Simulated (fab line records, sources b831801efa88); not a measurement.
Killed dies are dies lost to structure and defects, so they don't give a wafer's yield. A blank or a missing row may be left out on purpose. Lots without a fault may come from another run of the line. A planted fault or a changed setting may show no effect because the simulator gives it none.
A struck lot beside a sound one | flow gf180mcu | 15 steps out of a route of 602
Sound: wafers L494.2, L494.4, L494.5. Struck: wafers L495.3, L495.5, L495.6. The cause comes at the end.
At each step with rows: each side's tool, then ch and its chambers, then its first start. Under that, the readings that differ: sound wafers | struck wafers | difference of the means | sigmas: that difference in standard deviations of wafers without a fault.
alike: readings whose means differ by less than 2 such deviations, and words and numbers that are the same on both sides. not compared: withheld readings, readings that some wafer has no value for, bounds like >300 that may hide the same value, and numbers for which the record gives no deviation and whose values overlap.
The two part at a step that has a row with sigmas, a row that says differs or no value, or rows on one side only. Numbers that don't overlap but have no deviation are shown without sigmas and don't part them. A reading that every wafer of one side lacks parts them only if that side has two wafers or more.

GF_CONTACT_OVL_MEAS_15:
  sound on overlay-01, day 20 22:03; struck on overlay-01, day 21 06:15
  alike: CONTACT_OVL
then, 1 step without rows for these wafers: GF_CONTACT_ETCH_16 (etches BARC in N2/H2).
GF_CONTACT_ETCH_17: etches SiO2 in C4F8/O2/Ar, stops on CoSi2, target depth 860 nm.
  sound on rie_diel-02 ch 1,2,3; struck on rie_diel-02 ch 0,1,2
  alike: oes_product_au
then, 4 steps without rows for these wafers: GF_CONTACT_STRIP_18 (strips in O2/N2); GF_CONTACT_CLEAN_19 (cleans in SPM); GF_CONTACT_CLEAN_20 (cleans in DIW); GF_CONTACT_CLEAN_21 (cleans in dHF, time 20 s).
GF_CONTACT_SPUTTER_22: material Ti, target thk 15 nm, time 80.02 s.
  sound on pvd_sputter-04, day 20 22:33; struck on pvd_sputter-04, day 21 06:45
  alike: chamber_pressure_pa, substrate_temp_c, throttle_valve_pct
GF_CONTACT_SPUTTER_23: material TiN, target thk 10 nm, time 40 s.
  sound on pvd_sputter-04, day 20 22:37; struck on pvd_sputter-04, day 21 06:49
  alike: chamber_pressure_pa, throttle_valve_pct
GF_CONTACT_CVD_24: deposits W, target thk 300 nm, time 90.339 s.
  sound on cvd_w-01 ch 0,1, day 20 22:39; struck on cvd_w-01 ch 0,1, day 21 06:53
  alike: heater_power_w
GF_CONTACT_RS_MEAS_25: measures by four-point-probe.
  sound on film_metro-03, day 20 22:46; struck on film_metro-03, day 21 06:59
  alike: CONTACT_W_RS
GF_CONTACT_THK_MEAS_26: measures by xrf.
  sound on film_metro-03, day 20 22:53; struck on film_metro-03, day 21 07:05
  alike: CONTACT_W_THK
GF_CONTACT_CMP_27: polishes, stops on SiO2, t overpolish 15 s, target thk 0 nm.
  sound on cmp-02 ch 0,3, day 20 22:56; struck on cmp-02 ch 0,1, day 21 07:11
  reading                 | sound             | struck            | difference | sigmas
  head_pressure_psi (psi) | 3.494 3.510 3.508 | 2.933 2.920 2.928 | -0.577     | -76
  motor_current_A (A)     | 13.7 12.3 11.7    | 9.5 9.4 10.3      | -2.8       | -3
  time_to_endpoint_s (s)  | 67 73 70          | 85 82 86          | +14        | +4
  alike: overpolish_run_s
GF_M1_SPUTTER_00: material Ti, target thk 37.5 nm, time 150 s.
  sound on pvd_sputter-03, day 20 23:14; struck on pvd_sputter-04, day 21 07:26
  alike: chamber_pressure_pa, substrate_temp_c, throttle_valve_pct
then, 1 step without rows for these wafers: GF_PASSIVATION_PROBE_99.

WHERE THEY PART
Only at GF_CONTACT_CMP_27, within this record. Later steps at which nothing parts them and some readings are alike: GF_M1_SPUTTER_00.

WHY: what the simulator had put in
Process parameter drift: cmp-02, from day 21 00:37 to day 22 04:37, at GF_CONTACT_CMP_27. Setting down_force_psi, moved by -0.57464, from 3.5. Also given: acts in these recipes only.
